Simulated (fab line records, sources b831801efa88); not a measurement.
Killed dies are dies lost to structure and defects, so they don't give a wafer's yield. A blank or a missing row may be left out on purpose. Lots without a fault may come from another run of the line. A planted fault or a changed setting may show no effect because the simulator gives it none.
Problem report in the 8D (eight disciplines) form, filled by code | flow sky130 | the parts of the form that need people (team, actions taken, sign-off) are left out

1. THE PROBLEM
beam_energy_keV at SKY_LDD_N_IMPLANT_10 reads a mean of 17.017 on 6 wafers of 2 lots; wafers without a fault read 20.000 with a standard deviation of 0.0061. That is -99 or more standard deviations from the usual mean.
First seen on wafer L267.1, day 20 21:31, on implanter-01. The record holds 36 wafers of 12 lots with a number at this step. Rule for "out", or "out of limits": more than 4 standard deviations from the usual mean. The other wafers with a number count as sound.

2. WHAT IT IS AND WHAT IT IS NOT
question                    | is                     | is not
which readings at this step | beam_energy_keV        | rotation_deg
which lots                  | L267, L269             | L258, L259, L271, L273, L276, L277, L278, L279, L280, L281
which wafers of those lots  | all that have a number | -
read on which tools         | implanter-01           | implanter-02, implanter-03
when                        | from day 20 21:31      | up to then (6 sound wafers); but 24 sound wafers of L271, L273, L276, L277, L278, L279, L280, L281 came after

3. SUSPECTS, AND WHAT RULES EACH OUT
Counting: a tool at a process step up to the reading stays a suspect if it ran every lot that is out and no sound lot after the first of them.
- implanter-01 at SKY_LDD_N_IMPLANT_10: ruled out as a lasting fault. Sound lots L278 ran on it after its first lot that is out, L267 (day 20 21:31).
Left after counting: nothing in the record.

4. THE CAUSE (what the simulator had put in)
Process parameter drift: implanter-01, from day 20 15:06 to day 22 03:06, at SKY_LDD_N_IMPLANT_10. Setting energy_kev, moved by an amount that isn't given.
Counting ruled it out, wrongly.

5. THE CHAIN OF EFFECTS, in route order
Each row: a reading whose mean over the struck wafers that have a number lies more than 3 standard deviations from the usual. Only readings for which the record gives a usual standard deviation are gone through. hours: the time from each lot's start at the first step in this table that gives one to its start at this step, as a median over the lots. sigmas: the change in usual standard deviations.
hours | step                 | reading         | usual  | on struck wafers | change | sigmas
0     | SKY_LDD_N_IMPLANT_10 | beam_energy_keV | 20.000 | 17.017           | -2.983 | -99 or more
The process steps in it:
- SKY_LDD_N_IMPLANT_10

6. WHAT WOULD HAVE CAUGHT IT SOONER
In this record the first reading out of limits was taken at day 20 21:31, 6 hours after the fault began at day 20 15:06.
